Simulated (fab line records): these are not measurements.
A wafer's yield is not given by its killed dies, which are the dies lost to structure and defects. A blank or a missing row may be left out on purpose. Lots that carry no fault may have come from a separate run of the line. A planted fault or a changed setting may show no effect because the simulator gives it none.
A single fault, viewed from 2 desks	flow gf180mcu	every desk sees just its own numbers, and what lay behind them comes last

TOOL OWNER'S DESK, implanter-03
The tool's own readings at GF_HV_LDD_IMPLANT_36: means of the sampled wafers that have a number, for each lot that ran on this tool. Any lot whose mean is over 4 standard deviations away from the usual mean is out of limits and marked OUT; that distance is given in the brackets.
Columns: A = beam_on_s at GF_HV_LDD_IMPLANT_36, usual 9.99 s; B = faraday_current_uA at GF_HV_LDD_IMPLANT_36, usual 42.3; C = rotation_deg at GF_HV_LDD_IMPLANT_36, usual 270.00 degrees
lot	first seen here	A	B	C
L871	day 13 11:47	10.21	41.5	269.97
L872	day 13 23:43	10.02	42.2	269.99
L873	day 14 07:16	9.84	42.8	270.00
L875	day 14 15:07	10.00	42.4	270.06
L877	day 15 01:37	10.02	42.3	269.99
L880	day 16 01:08	9.78	43.2	341.74 (+99 or more) OUT
L881	day 16 10:23	9.96	42.4	341.72 (+99 or more) OUT
This desk finds L880, L881 out of limits, L880 being first, at day 16 01:08 (rotation_deg at GF_HV_LDD_IMPLANT_36). L871, L872, L873, L875, L877 stayed within limits.

FROM THE METROLOGY DESK
What the gauges read, lot by lot, whatever tool the lot ran on: means of the sampled wafers that have a number. Any lot whose mean is over 4 standard deviations away from the usual mean is out of limits and marked OUT; that distance is given in the brackets.
Columns: A = VT_IMPLANT_02_OVL at GF_VT_IMPLANT_OVL_MEAS_29, usual 0.5 nm; B = HV_LDD_02_OVL at GF_HV_LDD_OVL_MEAS_32, usual 0.4 nm
lot	first seen here	A	B
L867	day 6 22:42	-0.1	0.5
L868	day 7 04:51	0.5	-0.4
L871	day 8 11:18	2.1	0.9
L872	day 8 22:10	0.3	-0.6
L873	day 9 01:49	0.8	0.1
L875	day 9 08:41	-0.3	-0.1
L877	day 9 19:23	-0.1	2.2
L876	day 9 21:07	0.3	1.5
L880	day 10 13:04	0.2	-1.2
L881	day 10 21:41	1.0	-0.6
L882	day 11 05:40	-1.6	1.0
L886	day 12 05:49	0.7	-0.3
L889	day 13 03:21	0.5	0.4
L890	day 13 06:17	1.6	-1.9
This desk's verdict: no lot among the 14 shows anything out of limits.

BROUGHT TOGETHER
On L880, L881, at day 16 01:08, an alarm was possible from the tool owner's desk.
Metrology desk: nothing out of limits seen.
The metrology desk holds a record of L880, L881, inside its limits.
Every lot named ran GF_HV_LDD_IMPLANT_36 on implanter-03.

WHAT HAD BEEN PUT IN BY THE SIMULATOR
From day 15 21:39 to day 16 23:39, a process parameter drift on implanter-03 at GF_HV_LDD_IMPLANT_36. From 270, the setting rotation_deg moved by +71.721. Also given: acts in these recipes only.
Struck lots among those shown: L880, L881.
Each desk's first reading out of limits, in hours after the fault started: the tool owner's desk, 3.
